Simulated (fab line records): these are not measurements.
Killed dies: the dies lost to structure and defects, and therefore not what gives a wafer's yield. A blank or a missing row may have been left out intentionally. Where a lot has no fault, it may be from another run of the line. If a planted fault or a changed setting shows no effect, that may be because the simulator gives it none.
A struck lot beside a sound one    flow sky130    30 out of 708 route steps
Sound: wafers L683.3, L683.5, L683.6. The struck wafers were L677.1, L677.3, L677.6. At the end, the cause is stated.
For every step that has rows: the tool of each side, followed by ch and its chambers, followed by its first start. Under that, the readings that differ: sound wafers    struck wafers    difference of the means    sigmas: that difference in standard deviations of wafers without a fault.
alike: readings with means less than 2 such deviations apart, plus words and numbers identical on both sides. not compared: withheld readings, readings lacking a value on some wafer, bounds such as >300 that could conceal the same value, and numbers that have no deviation in the record and whose values overlap.
A row with sigmas, a row that says differs or no value, or rows on one side alone: a step with any of these is where the two part. Numbers that don't overlap but have no deviation are shown without sigmas and don't part them. A reading missing from all wafers of one side parts the sides only when that side holds two or more wafers.

first, 1 step without rows for these wafers: SKY_FIELD_ISO_ANNEAL_26 (time 1800 s).
SKY_FIELD_ISO_CMP_27: polishes, stops on Si3N4, t overpolish 16.65 s, target thk 457.8 nm.
  sound on cmp-01 ch 1,2,3, day 4 18:50; struck on cmp-01 ch 0,3, day 3 12:49
  alike: motor current A, overpolish run s, slurry filter dp kPa, time to endpoint s
then, 5 steps without rows for these wafers: SKY_FIELD_ISO_WET_ETCH_28 (etches SiO2 in dHF, target depth 23.7 nm, time 47 s); SKY_FIELD_ISO_WET_ETCH_29 (etches Si3N4 in H3PO4, target depth 160 nm, time 1825 s); SKY_FIELD_ISO_WET_ETCH_30 (etches SiO2 in dHF, target depth 25 nm, time 50 s); SKY_NWELL_CLEAN_00 (cleans in SC1/SC2, time 150 s); SKY_NWELL_OXIDATION_01 (stabilise 600 s, purge 300 s, target thk 10 nm).
SKY_NWELL_THK_MEAS_02:
  sound on film metro-03 at day 4 21:38; struck on film metro-02 at day 3 16:17
  alike: NWELL_OXIDATION_THK
then, 4 steps without rows for these wafers: SKY_DNWELL_DEHYDRATE_00 (time 60 s); SKY_DNWELL_HMDS_01 (prime time 60 s); SKY_DNWELL_COAT_02 (resist thk 3000 nm); SKY_DNWELL_SOFTBAKE_03.
SKY_DNWELL_EXPOSE_04: exposes mask DNM, target cd 3000 nm.
  sound on iline stepper-02 ch 0, day 5 06:34; struck on iline stepper-02 ch 0, day 3 23:57
reading  sound              struck                   difference  sigmas
mask     DNM#0 DNM#0 DNM#0  PWDEM#0 PWDEM#0 PWDEM#0  differs     
then, 3 steps without rows for these wafers: SKY_DNWELL_PEB_05; SKY_DNWELL_DEVELOP_06 (develop time 60 s); SKY_DNWELL_IMPLANT_07.
SKY_DNWELL_STRIP_08: strips in O2/N2.
  sound on plasma asher-01 ch 0,1, day 5 15:58; struck on plasma asher-02 ch 0,1, day 4 09:05
  alike: drypump motor current A, oes product au, strip time to endpoint s
  not compared: rf hours counter h
SKY_DNWELL_TW_MEAS_09:
  sound on film metro-01 at day 5 16:03; struck on film metro-01 at day 4 09:11
reading    sound           struck    difference  sigmas
DNWELL_TW  1107 1102 1096  29 29 30  -1072       -99 or more
then, 7 steps without rows for these wafers: SKY_PWDE_DEHYDRATE_00 (time 60 s); SKY_PWDE_HMDS_01 (prime time 60 s); SKY_PWDE_COAT_02 (resist thk 3000 nm); SKY_PWDE_SOFTBAKE_03; SKY_PWDE_EXPOSE_04 (exposes mask PWDEM, target cd 840 nm); SKY_PWDE_PEB_05; SKY_PWDE_DEVELOP_06 (develop time 60 s).
SKY_PWDE_OVL_MEAS_07:
  sound on overlay-01 at day 6 09:58; struck on overlay-01 at day 5 02:54
  alike: PWDE_OVL
following that, these wafers have no rows for 1 step: SKY_PWDE_IMPLANT_08.
SKY_PWDE_STRIP_09: strips in O2/N2.
  sound on plasma asher-03 ch 0,1, day 6 10:10; struck on plasma asher-03 ch 1, day 5 03:05
  alike: drypump motor current A, oes product au, strip time to endpoint s
  not compared: rf hours counter h
SKY_PWDE_TW_MEAS_10:
  sound on film metro-03 at day 6 10:15; struck on film metro-02 at day 5 03:11
reading  sound              struck                difference  sigmas
PWDE_TW  370.0 368.5 370.6  1113.3 1110.6 1121.4  +745.4      +99 or more
then, 1 step without rows for these wafers: SKY_NWELL_DEHYDRATE_03 (time 60 s).

== WHERE THEY PART ==
Last at SKY_PWDE_TW_MEAS_10 as far as this record goes, first at SKY_DNWELL_EXPOSE_04.

WHY: what had been put in by the simulator
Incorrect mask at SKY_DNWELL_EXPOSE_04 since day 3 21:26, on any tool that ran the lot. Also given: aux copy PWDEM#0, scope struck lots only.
